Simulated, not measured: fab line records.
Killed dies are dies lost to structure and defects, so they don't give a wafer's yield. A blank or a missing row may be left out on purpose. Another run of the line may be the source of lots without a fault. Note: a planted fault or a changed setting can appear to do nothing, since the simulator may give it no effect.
Problem report, 8D (eight disciplines) form, completed by code | flow gf180mcu | the parts of the form that need people (team, actions taken, sign-off) are left out

1. WHAT IS WRONG
Mean STI_CVD_03_THK at GF_STI_THK_MEAS_04: 138.4 nm over 9 wafers in 3 lots; fault-free wafers: 206.4 nm, standard deviation 2.1. That puts it -32 standard deviations away from the usual mean.
First observed at day 5 15:15: wafer L894.1, on film_metro-03. The record has a number at this step for 36 wafers belonging to 12 lots. Rule for "out" (also "out of limits"): further than 4 standard deviations from the usual mean. All remaining wafers that have a number are taken as sound.

2. WHAT IT IS, WHAT IT ISN'T
question                    | is                                          | is not
which readings at this step | STI_CVD_03_THK                              | -
which lots                  | L894, L896, L897                            | L876, L877, L878, L880, L883, L885, L886, L891, L898
which wafers of those lots  | all that have a number                      | -
read on which gauges        | film_metro-01, film_metro-02, film_metro-03 | -
when                        | from day 5 15:15                            | up to then (24 sound wafers); but 3 sound wafers of L898 came after

3. SUSPECTS, AND WHAT RULES EACH OUT
Counting: a tool at any process step up to the reading remains a suspect when it ran all the lots that are out and ran no sound lot after the first of those.
- the gauge at GF_STI_THK_MEAS_04 has been ruled out. 3 gauges (film_metro-01, film_metro-02, film_metro-03) read the wafers that are out.
- lpcvd-02 at GF_STI_CVD_03 (deposits Si3N4 from DCS/NH3, target thk 207.16 nm, time 3551 s): kept. All lots that are out passed through it, beginning with L894 at day 5 13:16, and no sound lot followed; its final sound lot before that point was L891 at day 4 19:34.
After counting, what remains is lpcvd-02 at GF_STI_CVD_03.

4. THE CAUSE (what the simulator had put in)
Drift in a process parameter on lpcvd-02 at GF_STI_CVD_03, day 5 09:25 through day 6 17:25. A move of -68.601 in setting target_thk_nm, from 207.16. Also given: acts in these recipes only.
After counting, this tool was the only one left.

5. SEQUENCE OF EFFECTS, ordered by route
Each row: a reading whose mean over the struck wafers that have a number lies more than 3 standard deviations from the usual. Scope: only readings with a usual standard deviation given in the record; hours: median across lots of the time from each lot's start at the first step in this table that gives one to its start at this step; sigmas: change in usual standard deviations.
hours | step               | reading            | usual      | on struck wafers | change | sigmas
0     | GF_STI_THK_MEAS_04 | STI_CVD_03_THK     | 206.4 nm   | 138.4            | -68.0  | -32
15    | GF_STI_ETCH_13     | oes_product_au     | 0.831 a.u. | 0.680            | -0.151 | -23
15    | GF_STI_ETCH_13     | throttle_valve_pct | 8.811 %    | 8.763            | -0.048 | -5.6
Here are the process steps it includes:
- GF_STI_ETCH_13: etches the open film in CHF3/O2, stops on Si, target depth 282.31 nm, time 112.9 s.
Later steps that measure or inspect, where all struck wafers having a row at the step show a number for every such reading and not one has moved that far: GF_CONTACT_OVL_MEAS_15.

6. HOW IT WOULD HAVE BEEN CAUGHT EARLIER
The first out-of-limits reading at a measuring or inspecting step in this record came at day 5 15:15, 6 hours after the fault's start at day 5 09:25.
Lots out: 3; of these, L896, L897 started GF_STI_CVD_03 on lpcvd-02 after day 5 15:15. A hold on the tool at that time would have spared those 2.
